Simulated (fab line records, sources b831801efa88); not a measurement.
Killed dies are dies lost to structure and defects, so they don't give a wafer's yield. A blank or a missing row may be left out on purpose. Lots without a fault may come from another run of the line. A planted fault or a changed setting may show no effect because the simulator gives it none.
Which tool did it? | flow sky130 | 6 lots, 18 wafers sampled, at 3 steps of a route of 708

WHAT THE GAUGES READ, wafer by wafer
SKY_SD_N_RS_MEAS_16: measures by four-point-probe.
lot  | measured     | on            | SD_N_RS (ohm/sq)
L615 | day 28 19:02 | film_metro-01 | 68.49 68.67 68.60
L620 | day 30 02:51 | film_metro-02 | 68.45 68.33 68.27
L625 | day 32 02:10 | film_metro-02 | 74.80 74.68 74.78
L632 | day 34 05:49 | film_metro-01 | 68.64 68.56 68.57
L634 | day 34 22:05 | film_metro-02 | 68.50 68.39 68.37
L636 | day 35 04:24 | film_metro-03 | 68.43 68.56 68.50

WHICH TOOL RAN EACH LOT (tool, then ch and the chambers of the sampled wafers, then the start)
lot  | SKY_LDD_LDN_STRIP_12                 | SKY_SD_N_RTA_14
L615 | plasma_asher-04 ch 0,1, day 23 19:46 | rtp_anneal-01 ch 0, day 28 18:51
L620 | plasma_asher-03 ch 1, day 25 04:43   | rtp_anneal-01 ch 0, day 30 02:40
L625 | plasma_asher-04 ch 0,1, day 27 04:22 | rtp_anneal-01 ch 0, day 32 01:58
L632 | plasma_asher-03 ch 0,1, day 29 15:34 | rtp_anneal-02 ch 0, day 34 05:39
L634 | plasma_asher-03 ch 0,1, day 30 06:40 | rtp_anneal-02 ch 0, day 34 21:54
L636 | plasma_asher-03 ch 0,1, day 30 14:23 | rtp_anneal-02 ch 0, day 35 04:13
- SKY_LDD_LDN_STRIP_12: strips in O2/N2.
- SKY_SD_N_RTA_14: time 2 s.

THE ANSWER, worked out from the rows above alone
Rule: what is usual is taken from the lots themselves. Put in order of their means at a reading, lots are off if they are a third of the lots or fewer, leave a main group of 4 or more, and stand apart from it by a gap of 3 or more times the standard deviation of the main group's means; of several such gaps the widest counts. A main group whose means are all the same, to the digits that the tables above print for the reading, isn't used. A lot without any number at a reading at which 4 lots or more have one is off too. The other lots that the step has rows for count as sound.
Off: L625, at SKY_SD_N_RS_MEAS_16 (SD_N_RS). The main group: mean 68.49 ohm/sq, standard deviation 0.094.
A tool fits if, at a process step before that reading, it ran every lot that is off, and no sound lot after the first of them. The gauges at SKY_SD_N_RS_MEAS_16 are tried like those tools. Can't be told from this: 2 tools fit, plasma_asher-04 at SKY_LDD_LDN_STRIP_12, rtp_anneal-01 at SKY_SD_N_RTA_14.

WHAT THE SIMULATOR HAD PUT IN
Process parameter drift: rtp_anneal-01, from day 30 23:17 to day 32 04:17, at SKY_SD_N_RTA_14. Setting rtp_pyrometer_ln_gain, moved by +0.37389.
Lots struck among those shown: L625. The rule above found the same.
